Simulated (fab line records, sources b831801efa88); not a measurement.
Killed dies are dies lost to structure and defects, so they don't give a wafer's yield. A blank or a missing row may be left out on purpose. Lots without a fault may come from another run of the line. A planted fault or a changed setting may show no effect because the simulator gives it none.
fab line records | flow sky130
record lots=11 wafers=33 last_day=50
route steps=708 shown METAL5@675 PASSIVATION@681 PAD_OPEN@708
lots that met no fault: from a run of the same line without faults
start_h: hours from the record's first day to the start of the lot's first wafer shown | wait_h: hours since the lot's step before | " the same as in the row above | L1.1+2: a row that stands for several wafers | - no value, or no start given | * or withheld: withheld | < > ~ a bound
route shown NAME@n: a module of which the file shows steps, and the number in the route of the first | usual: mean/standard deviation of fault-free wafers | same: alike in all rows | chamber/n: place in a boat | sites: the reading at each site | _std_site: their standard deviation | _edge_site: outer sites' mean less inner sites' | radius_mm: how far each site lies from the wafer's centre | mask NAME#n: copy n | behind: the tool/chamber that last shaped the wafer | hold: why the lot was held/for how many hours/how that ended | device: the transistor (n, p or np) that didn't switch | end of line: the same wafers' tests at the end of the route | a step without rows: its recipe alone | killed: dies lost to structure and defects at the first sort, not the wafer's yield | map: a wafer's dies, x killed, . not, _ none there
set.NAME: the setting as run; set.NAME@STEP: as run at that earlier step | model.NAME: the simulator's own value behind a step, which no gauge read
steps of the route over a sample of lots; a table a step, a row a wafer
services: from which hour (start_h, from the record's first day; less than 0 if before it) a tool's chamber was out of use, for how many hours, and why
## steps
# step SKY_METAL5_DESCUM_14
# recipe chemistry=O2 source_power_w=150 bias_power_w=0 pressure_mtorr=10 temp_c=40 time_s=11
# usual drypump_motor_current_A=5.5/0.37 oes_product_au=1.004/0.011
# same bias_power_w=0
# columns lot.wafer tool chamber start_h wait_h drypump_motor_current_A oes_product_au rf_hours_counter_h
L611.1 rie_metal-03 1 1027.91 0.1 5.6 1.018 9
L611.2 " 0 " " 5.4 1.003 20
L611.3 " 1 " " 5.6 1.021 -
L612.3 rie_metal-04 0 1035.12 0.1 5.9 1.008 -
L612.4 " 1 " " 5.1 0.988 -
L612.5 " 0 " " 5.9 1.018 -
L616.1 rie_metal-01 0 1063.41 0.1 5.1 0.992 12
L616.2 " 1 " " 6.0 0.998 8
L616.6 " 1 " " 6.0 0.990 -
L617.1 rie_metal-04 0 1074.81 0.1 5.9 1.001 18
L617.2 " 1 " " 5.1 0.987 25
L617.5 " 1 " " 5.1 0.988 -
L619.1 rie_metal-01 0 1103.41 0.1 5.1 1.005 14
L619.3 " 0 " " 5.1 1.002 -
L619.5 " 0 " " 5.1 1.012 -
L622.2 rie_metal-01 0 1109.61 0.1 5.1 1.010 15
L622.3 " 1 " " 6.0 1.006 -
L622.6 " 1 " " 6.0 1.008 -
L625.4 rie_metal-03 1 1121.22 0.1 5.6 1.019 -
L625.5 " 0 " " 5.4 1.006 -
L625.6 " 1 " " 5.6 1.014 -
L626.1 rie_metal-01 1 1126.16 0.1 6.0 1.013 12
L626.3 " 0 " " 5.1 1.000 -
L626.5 " 0 " " 5.1 1.011 -
L628.2 rie_metal-04 1 1142.56 0.1 5.1 0.979 2
L628.3 " 1 " " 5.1 0.990 -
L628.6 " 0 " " 5.9 1.009 -
L629.1 rie_metal-01 0 1143.46 0.1 5.1 1.011 18
L629.3 " 0 " " 5.1 1.004 -
L629.4 " 1 " " 6.0 1.010 -
L633.2 rie_metal-01 0 1163.26 0.1 5.1 1.001 20
L633.3 " 0 " " 5.1 1.002 -
L633.6 " 0 " " 5.1 0.994 -
# step SKY_PASSIVATION_CVD_00
# recipe material=SiO2 target_thk_nm=90 temp_c=400 time_s=withheld rf_w=600
# usual heater_power_w=641/78
# columns lot.wafer tool chamber start_h wait_h heater_power_w
L611.1 pecvd-01 0 1028.77 0.0 684
L611.2 " 2 " " 725
L611.3 " 1 " " 599
L612.3 pecvd-01 1 1036.06 0.0 622
L612.4 " 2 " " 743
L612.5 " 1 " " 601
L616.1 pecvd-03 2 1064.28 0.0 614
L616.2 " 1 " " 744
L616.6 " 1 " " 707
L617.1 pecvd-02 1 1075.68 0.0 659
L617.2 " 2 " " 496
L617.5 " 0 " " 624
L619.1 pecvd-03 2 1104.27 0.0 618
L619.3 " 1 " " 699
L619.5 " 2 " " 591
L622.2 pecvd-02 2 1110.47 0.0 492
L622.3 " 0 " " 673
L622.6 " 2 " " 488
L625.4 pecvd-03 0 1122.08 0.0 648
L625.5 " 2 " " 571
L625.6 " 1 " " 693
L626.1 pecvd-03 0 1127.10 0.0 698
L626.3 " 1 " " 683
L626.5 " 1 " " 694
L628.2 pecvd-01 1 1143.43 0.0 624
L628.3 " 0 " " 654
L628.6 " 0 " " 640
L629.1 pecvd-02 1 1144.34 0.0 565
L629.3 " 0 " " 695
L629.4 " 2 " " 513
L633.2 pecvd-01 2 1164.12 0.0 815
L633.3 " 0 " " 630
L633.6 " 0 " " 639
# step SKY_PASSIVATION_THK_MEAS_01
# recipe reads=SiO2_of_PASSIVATION_CVD_00
# usual PASSIVATION_CVD_00_THK=90.0/1.2
# columns lot.wafer tool chamber start_h wait_h PASSIVATION_CVD_00_THK[nm]
L611.1 film_metro-03 - 1028.79 - 90.5
L611.2 " - " " 90.1
L611.3 " - " " 89.4
L612.3 film_metro-03 - 1036.10 - 88.6
L612.4 " - " " 89.7
L612.5 " - " " 89.5
L616.1 film_metro-03 - 1064.30 - 89.5
L616.2 " - " " 90.2
L616.6 " - " " 91.3
L617.1 film_metro-01 - 1075.70 - 89.9
L617.2 " - " " 91.4
L617.5 " - " " 92.3
L619.1 film_metro-02 - 1104.29 - 90.7
L619.3 " - " " 89.1
L619.5 " - " " 91.5
L622.2 film_metro-03 - 1110.50 - 89.1
L622.3 " - " " 89.3
L622.6 " - " " 90.9
L625.4 film_metro-01 - 1122.12 - 88.4
L625.5 " - " " 90.7
L625.6 " - " " 90.7
L626.1 film_metro-02 - 1127.12 - 88.3
L626.3 " - " " 89.7
L626.5 " - " " 90.1
L628.2 film_metro-01 - 1143.46 - 87.6
L628.3 " - " " 88.6
L628.6 " - " " 90.3
L629.1 film_metro-03 - 1144.36 - 89.1
L629.3 " - " " 90.8
L629.4 " - " " 90.8
L633.2 film_metro-03 - 1164.15 - 87.8
L633.3 " - " " 89.2
L633.6 " - " " 90.5
# step SKY_PASSIVATION_ETCH_11
# recipe chemistry=CF4/O2 target_depth_nm=725 stop_on=AlCu source_w=800 bias_w=150 pressure_mtorr=150 cf4_flow_sccm=80 O2_flow_sccm=10 time_s=161.1
# usual drypump_motor_current_A=5.8/0.35 oes_product_au=0.978/0.0071 run_length_s=189.4/0.54 throttle_valve_pct=5.964/0.0094
# columns lot.wafer tool chamber start_h wait_h drypump_motor_current_A oes_product_au rf_hours_counter_h run_length_s throttle_valve_pct
L611.1 rie_diel-01 3 1051.21 - 5.3 0.967 26 189.5 5.962
L611.2 " 1 " " 5.8 0.971 17 188.3 5.949
L611.3 " 2 " " 6.1 0.980 8 189.2 5.968
L612.3 rie_diel-01 1 1058.16 - 5.8 0.982 18 188.8 5.959
L612.4 " 3 " " 5.3 0.983 - 189.6 5.956
L612.5 " 1 " " 5.8 0.976 - 188.9 5.966
L616.1 rie_diel-02 1 1084.61 - 5.7 0.978 22 188.9 5.965
L616.2 " 0 " " 5.2 0.980 3 190.1 5.971
L616.6 " 1 " " 5.7 0.986 - 188.9 5.968
L617.1 rie_diel-01 0 1095.61 - 5.7 0.982 13 189.9 5.965
L617.2 " 3 " " 5.3 0.980 28 189.7 5.952
L617.5 " 1 " " 5.8 0.979 - 188.9 5.958
L619.1 rie_diel-01 0 1123.56 - 5.7 0.980 14 189.7 5.940
L619.3 " 1 " " 5.8 0.973 20 188.6 5.967
L619.5 " 2 " " 6.1 0.973 - 189.2 5.955
L622.2 rie_diel-02 3 1129.96 - 5.7 0.970 14 188.8 5.965
L622.3 " 1 " " 5.8 0.961 24 189.7 5.956
L622.6 " 0 " " 5.2 0.971 - 190.5 5.966
L625.4 rie_diel-01 3 1141.62 - 5.3 0.908 30 209.9 5.939
L625.5 " 2 " " 6.1 0.922 - 209.2 5.959
L625.6 " 3 " " 5.3 0.906 - 209.3 5.940
L626.1 rie_diel-04 3 1146.06 - 5.6 0.974 7 188.8 5.960
L626.3 " 2 " " 6.2 0.961 15 189.1 5.959
L626.5 " 2 " " 6.2 0.978 - 189.2 5.944
L628.2 rie_diel-01 1 1161.71 - 5.8 0.898 22 209.0 5.946
L628.3 " 2 " " 6.1 0.913 12 208.9 5.958
L628.6 " 1 " " 5.8 0.928 - 208.1 5.956
L629.1 rie_diel-04 2 1162.72 - 6.2 0.989 15 189.0 5.955
L629.3 " 3 " " 5.7 0.969 8 188.8 5.960
L629.4 " 0 " " 5.7 0.981 11 189.9 5.967
L633.2 rie_diel-04 1 1180.81 - 6.1 0.977 19 189.8 5.985
L633.3 " 0 " " 5.7 0.983 12 190.2 5.975
L633.6 " 0 " " 5.8 0.981 - 190.2 5.959
# step SKY_PASSIVATION_STRIP_12
# recipe chemistry=O2/N2 power_w=1400 pressure_mtorr=1500 platen_temp_c=withheld overash_fraction=0.7 o2_flow_sccm=3000 n2_flow_sccm=300
# usual drypump_motor_current_A=5.4/0.42 oes_product_au=0.661/0.0044 strip_time_to_endpoint_s=31.45/0.14
# columns lot.wafer tool chamber start_h wait_h drypump_motor_current_A oes_product_au rf_hours_counter_h strip_time_to_endpoint_s
L611.1 plasma_asher-01 1 1051.32 0.1 6.0 0.661 30 31.71
L611.2 " 0 " " 5.4 0.666 30 31.64
L611.3 " 1 " " 6.0 0.657 - 31.64
L612.3 plasma_asher-04 1 1058.30 0.1 4.7 0.669 - 31.43
L612.4 " 0 " " 5.2 0.657 - 31.52
L612.5 " 0 " " 5.2 0.660 - 31.48
L616.1 plasma_asher-01 1 1084.72 0.1 6.0 0.665 34 31.46
L616.2 " 0 " " 5.5 0.664 34 31.59
L616.6 " 1 " " 6.1 0.657 - 31.39
L617.1 plasma_asher-01 1 1095.72 0.1 6.0 0.666 35 31.38
L617.2 " 0 " " 5.4 0.656 35 31.59
L617.5 " 0 " " 5.4 0.662 - 31.38
L619.1 plasma_asher-04 0 1123.67 0.1 5.2 0.657 101 31.57
L619.3 " 0 " " 5.2 0.661 - 31.56
L619.5 " 0 " " 5.2 0.659 - 31.40
L622.2 plasma_asher-04 1 1130.07 0.1 4.7 0.661 101 31.22
L622.3 " 0 " " 5.2 0.656 - 31.31
L622.6 " 1 " " 4.7 0.663 - 31.60
L625.4 plasma_asher-04 1 1141.75 0.1 4.7 0.664 - 30.60
L625.5 " 0 " " 5.2 0.656 - 30.56
L625.6 " 1 " " 4.7 0.661 - 30.71
L626.1 plasma_asher-04 0 1146.17 0.1 5.2 0.664 103 31.50
L626.3 " 0 " " 5.2 0.676 - 31.62
L626.5 " 0 " " 5.2 0.658 - 31.49
L628.2 plasma_asher-02 1 1161.82 0.1 5.7 0.661 73 30.58
L628.3 " 1 " " 5.7 0.661 - 30.45
L628.6 " 0 " " 5.5 0.671 - 30.68
L629.1 plasma_asher-04 0 1162.82 0.1 5.2 0.659 105 31.49
L629.3 " 0 " " 5.2 0.662 - 31.28
L629.4 " 1 " " 4.7 0.658 - 31.39
L633.2 plasma_asher-01 1 1180.92 0.1 6.0 0.660 43 31.41
L633.3 " 0 " " 5.4 0.657 - 31.40
L633.6 " 1 " " 6.0 0.660 - 31.38
# step SKY_PAD_OPEN_PROBE_99
# usual defect_limited_yield=82.5/1.8 killed_at_M0_to_M3=42/6.6 killed_at_M4_up=3.0/1.8 killed_at_contacts=25/5.1 killed_at_front_end=15/4.4 killed_at_other=0.3/0.56 killed_dies=86/8.6 killed_open=47/6.9 killed_short=38/6 sort_bin_3_pad_short=0.8/0.42 sort_bin_5_function=10.6/1.5 sort_bin_6_memory=6.1/1.1 sort_n_pass=406/8.6 sort_yield_pct=82.5/1.8
# same gross_dies=492 killed_at_back_side=0 sort_bin_4_leakage[%]=0 sort_bin_8_speed[%]=0
# columns lot.wafer tool chamber start_h wait_h defect_limited_yield[%] killed_at_M0_to_M3 killed_at_M4_up killed_at_contacts killed_at_front_end killed_at_other killed_dies killed_open killed_short sort_bin_3_pad_short[%] sort_bin_5_function[%] sort_bin_6_memory[%] sort_n_pass sort_yield_pct[%]
L625.4 prober-02 - 1162.03 0.2 81.3 46 6 20 20 0 92 42 50 1.2 11.8 5.7 400 81.3
L625.5 prober-02 - 1162.08 0.2 82.5 42 4 20 20 0 86 52 34 1.0 9.3 7.1 406 82.5
L625.6 prober-02 - 1162.13 0.2 78.5 52 2 26 26 0 106 55 50 0.8 13.4 7.3 386 78.5
# killed by level:class
L625.4 VIA1:geometric_particle:open=10 LI_CONTACT:geometric_particle:open=8 FIELD_ISO:geometric_particle:short=7 VIA3:geometric_particle:short=7 CONTACT:geometric_particle:short=6 METAL4:geometric_particle:short=6 METAL2:geometric_particle:short=6 VIA2:geometric_particle:open=5
L625.5 VIA1:geometric_particle:open=13 LI_CONTACT:geometric_particle:open=8 FIELD_ISO:geometric_particle:open=6 CONTACT:geometric_particle:open=6 VIA3:geometric_particle:open=6 FIELD_ISO:geometric_particle:short=5 METAL2:geometric_particle:short=4 VIA2:geometric_particle:open=4
L625.6 VIA2:geometric_particle:open=12 VIA3:geometric_particle:open=9 LOCAL_INTERCONNECT:geometric_particle:short=9 CONTACT:geometric_particle:open=9 VIA1:geometric_particle:short=7 FIELD_ISO:geometric_particle:open=6 POLY_GATE:geometric_particle:short=6 FIELD_ISO:geometric_particle:short=5
## services
# columns tool chamber start_h hours kind
rie_diel-01 3 1014.69 4.4 repair
pecvd-03 1 1024.96 5.5 scheduled_down
rie_diel-04 2 1028.10 7.5 repair
pecvd-03 0 1030.42 2.1 scheduled_down
pecvd-02 1 1032.40 1.9 repair
rie_metal-04 0 1035.71 12.6 repair
rie_diel-04 2 1035.77 4.9 repair
rie_metal-01 - 1041.07 1.4 pm
plasma_asher-01 - 1041.87 2.8 pm
rie_diel-04 3 1048.69 10.1 repair
rie_diel-01 - 1061.25 0.3 repair
rie_metal-03 - 1067.65 0.3 repair
pecvd-02 - 1079.16 0.4 repair
pecvd-02 - 1080.93 5.5 pm
rie_diel-04 1 1092.31 4.4 repair
rie_diel-02 0 1100.74 5.2 repair
rie_diel-02 - 1121.91 0.3 repair
rie_metal-04 - 1134.20 2.8 pm
plasma_asher-01 - 1137.82 4.0 repair
plasma_asher-02 - 1142.79 4.1 repair
pecvd-03 1 1144.44 8.3 repair
pecvd-02 2 1150.34 2.2 repair
rie_diel-04 - 1159.26 0.3 repair
rie_diel-04 2 1176.45 18.7 repair
## key
first_sign step=SKY_PASSIVATION_ETCH_11 reading=run_length_s direction=up sigmas=36 usual=* struck=*
effect step=SKY_PASSIVATION_ETCH_11 reading=oes_product_au direction=down sigmas=9.2 usual=0.978 struck=0.913
effect step=SKY_PASSIVATION_STRIP_12 reading=strip_time_to_endpoint_s direction=down sigmas=6 usual=* struck=*
met_at SKY_PASSIVATION_ETCH_11
struck_lots L625,L628
not_acting_at SKY_METAL5_DESCUM_14,SKY_PASSIVATION_CVD_00,SKY_PASSIVATION_THK_MEAS_01
onset_between 1123.56 1141.62
fault kind=process_parameter_drift tool=rie_diel-01 chamber=- onset_h=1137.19 steps=SKY_PASSIVATION_ETCH_11 channel=time_s offset=* shape=step end_h=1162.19 acts_in=* stated=*
